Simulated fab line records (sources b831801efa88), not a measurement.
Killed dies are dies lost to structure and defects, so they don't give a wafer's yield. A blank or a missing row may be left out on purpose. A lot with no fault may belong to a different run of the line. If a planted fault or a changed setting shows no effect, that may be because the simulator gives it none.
Shared-tool check + flow sky130 + 13 lots and 38 wafers in the sample

REASON IT WAS OPENED
On 1 of the 13 lots, a flag is raised at SKY_VIA3_CD_MEAS_12 on the reading cd nm. Wafers without a fault read 200.7 nm, standard deviation 1.5.
Rule: flag the lot when none of its wafers has a number, or when each of its wafers that has one lies beyond 4 standard deviations from that mean. The rest of the lots are taken to be sound.

| lot  | measured     | on        | cd nm (nm), wafer by wafer | flag    |
|------|--------------|-----------|----------------------------|---------|
| L431 | day 39 17:05 | cd sem-01 | 201.8 202.2 202.7          |         |
| L433 | day 40 05:10 | cd sem-01 | 202.1 201.6 200.6          |         |
| L432 | day 40 13:42 | cd sem-01 | 199.1 200.0 198.6          |         |
| L435 | day 40 22:22 | cd sem-02 | 201.6 199.1 202.1          |         |
| L436 | day 41 09:58 | cd sem-02 | 200.4 199.8 200.0          |         |
| L438 | day 42 04:23 | cd sem-01 | 201.6 199.6 200.9          |         |
| L440 | day 42 16:50 | cd sem-02 | 154.2 156.6                | FLAGGED |
| L447 | day 44 08:27 | cd sem-02 | 200.7 199.9 199.6          |         |
| L448 | day 44 23:39 | cd sem-02 | 200.4 201.1 200.8          |         |
| L449 | day 45 10:55 | cd sem-01 | 200.3 200.8 198.7          |         |
| L452 | day 45 15:52 | cd sem-02 | 200.5 201.1 201.1          |         |
| L453 | day 45 21:39 | cd sem-02 | 201.5 202.4 201.7          |         |
| L454 | day 46 01:21 | cd sem-02 | 200.9 201.1 200.3          |         |
The mean of the flagged lots' numbers is 155.4 nm, -45.3 nm from the usual (-30 standard deviations).

WHICH TOOL EACH LOT WENT THROUGH
The record holds 1 process step before the reading, out of a route of 708 steps. Each cell gives the tool, then ch followed by the chambers the sampled wafers passed through, then the start.
| lot  | flag    | SKY_VIA3_EXPOSE_09                |
|------|---------|-----------------------------------|
| L431 |         | krf scanner-01 ch 0, day 39 05:31 |
| L433 |         | krf scanner-02 ch 0, day 39 16:29 |
| L432 |         | krf scanner-02 ch 0, day 40 01:25 |
| L435 |         | krf scanner-02 ch 0, day 40 10:29 |
| L436 |         | krf scanner-01 ch 0, day 40 22:04 |
| L438 |         | krf scanner-02 ch 0, day 41 16:57 |
| L440 | FLAGGED | krf scanner-01 ch 0, day 42 05:31 |
| L447 |         | krf scanner-02 ch 0, day 43 20:52 |
| L448 |         | krf scanner-01 ch 0, day 44 12:47 |
| L449 |         | krf scanner-02 ch 0, day 44 23:36 |
| L452 |         | krf scanner-01 ch 0, day 45 05:05 |
| L453 |         | krf scanner-01 ch 0, day 45 11:40 |
| L454 |         | krf scanner-02 ch 0, day 45 15:28 |
These steps, and what they do:
- SKY_VIA3_EXPOSE_09: exposes mask VIM3, target cd 200 nm.
- SKY_VIA3_CD_MEAS_12: target cd 200 nm.

FLAGGED AGAINST TOTAL, ONE TOOL AT A TIME (gauges that did the reading follow at the end)
| step                | tool           | lots run | flagged | share of the flagged lots | sound lots run after its first flagged lot |
|---------------------|----------------|----------|---------|---------------------------|--------------------------------------------|
| SKY_VIA3_EXPOSE_09  | krf scanner-01 | 6        | 1       | all                       | 3 (L448,L452,L453)                         |
| SKY_VIA3_EXPOSE_09  | krf scanner-02 | 7        | 0       | none                      | -                                          |
| SKY_VIA3_CD_MEAS_12 | cd sem-01      | 5        | 0       | none                      | -                                          |
| SKY_VIA3_CD_MEAS_12 | cd sem-02      | 8        | 1       | all                       | 5 (L447,L448,L452,L453,L454)               |

WHAT IS ALLOWED BY THE TABLE
krf scanner-01 at SKY_VIA3_EXPOSE_09 and cd sem-02 at SKY_VIA3_CD_MEAS_12 are the 2 rows of the table that ran each flagged lot.
- krf scanner-01 at SKY_VIA3_EXPOSE_09: 1 of its 6 lots flagged. After the first flagged lot (L448, L452, L453), sound lots still ran on it; a lasting fault on the whole tool would not permit that.
- cd sem-02 at SKY_VIA3_CD_MEAS_12: 1 of its 8 lots flagged. After the first flagged lot (L447, L448, L452, L453, L454), sound lots still ran on it; a lasting fault on the whole tool would not permit that.
Not one row of the table ran every flagged lot while running no sound lot after the first.

WHAT WAS PUT IN BY THE SIMULATOR
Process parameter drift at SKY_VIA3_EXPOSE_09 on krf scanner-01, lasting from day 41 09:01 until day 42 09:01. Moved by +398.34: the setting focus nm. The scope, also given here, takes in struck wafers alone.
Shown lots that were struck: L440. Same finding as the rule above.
